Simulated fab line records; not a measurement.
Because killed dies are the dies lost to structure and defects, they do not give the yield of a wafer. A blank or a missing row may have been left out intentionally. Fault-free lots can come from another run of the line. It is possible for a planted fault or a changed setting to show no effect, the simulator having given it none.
One fault seen from 2 desks | flow gf180mcu | what lay behind the numbers comes last; until then each desk has only its own

FOR THE TOOL OWNER'S DESK: cvd w-01
The tool's own readings at GF_V3_CVD_23 (deposits W, target thk 350 nm, time 104.9 s): means of the sampled wafers that have a number, for each lot that ran on this tool. The brackets show how far a lot's mean lies from the usual mean; more than 4 standard deviations puts the lot out of limits, marked OUT.
Columns: A = heater power w at GF_V3_CVD_23, usual 923 W
lot  | first seen here | A
L557 | day 25 19:56    | 874
L558 | day 25 22:49    | 924
L562 | day 27 06:35    | 969
L564 | day 27 17:37    | 902
L565 | day 28 06:38    | 951
L569 | day 29 04:50    | 915
L570 | day 29 09:41    | 866
L571 | day 29 19:10    | 918
Finding of this desk: none of the 8 lots has anything out of limits.

AT THE METROLOGY DESK
What the gauges read for every lot (on any tool): the sampled wafers with a number, averaged. The brackets show how far a lot's mean lies from the usual mean; more than 4 standard deviations puts the lot out of limits, marked OUT.
Columns: A = V3_W_RS at GF_V3_RS_MEAS_24, usual 0.330 ohm/sq; B = V3_W_THK at GF_V3_THK_MEAS_25, usual 344 nm
lot  | first seen here | A                | B
L551 | day 23 15:04    | 0.328            | 351
L554 | day 24 14:01    | 0.329            | 342
L557 | day 25 20:03    | 0.327            | 349
L558 | day 25 22:57    | 0.329            | 349
L560 | day 26 17:32    | 0.330            | 351
L562 | day 27 06:43    | 0.332            | 346
L564 | day 27 17:44    | 0.335            | 335
L565 | day 28 06:52    | 0.333            | 343
L569 | day 29 04:57    | 0.375 (+12) OUT  | 305 (-7.2) OUT
L570 | day 29 09:50    | 0.353 (+6.1) OUT | 324
L571 | day 29 19:17    | 0.371 (+11) OUT  | 309 (-6.5) OUT
This desk reports L569, L570, L571 out of limits; the earliest was L569 at day 29 04:57 (V3_W_RS at GF_V3_RS_MEAS_24). In limits: L551, L554, L557, L558, L560, L562, L564, L565.

BROUGHT TOGETHER
At day 29 04:57 the metrology desk could have sounded an alarm, on L569, L570, L571.
Nothing out of limits was seen by the tool owner's desk.
Tool owner's desk: L569, L570, L571 on record, inside its limits.
Every lot named ran GF_V3_CVD_23 on cvd w-01.

WHAT WAS PUT IN BY THE SIMULATOR
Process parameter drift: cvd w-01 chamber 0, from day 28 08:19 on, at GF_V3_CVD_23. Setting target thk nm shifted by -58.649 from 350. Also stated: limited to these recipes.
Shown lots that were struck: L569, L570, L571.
Hours from the fault's start to each desk's first reading out of limits: the metrology desk, 21.
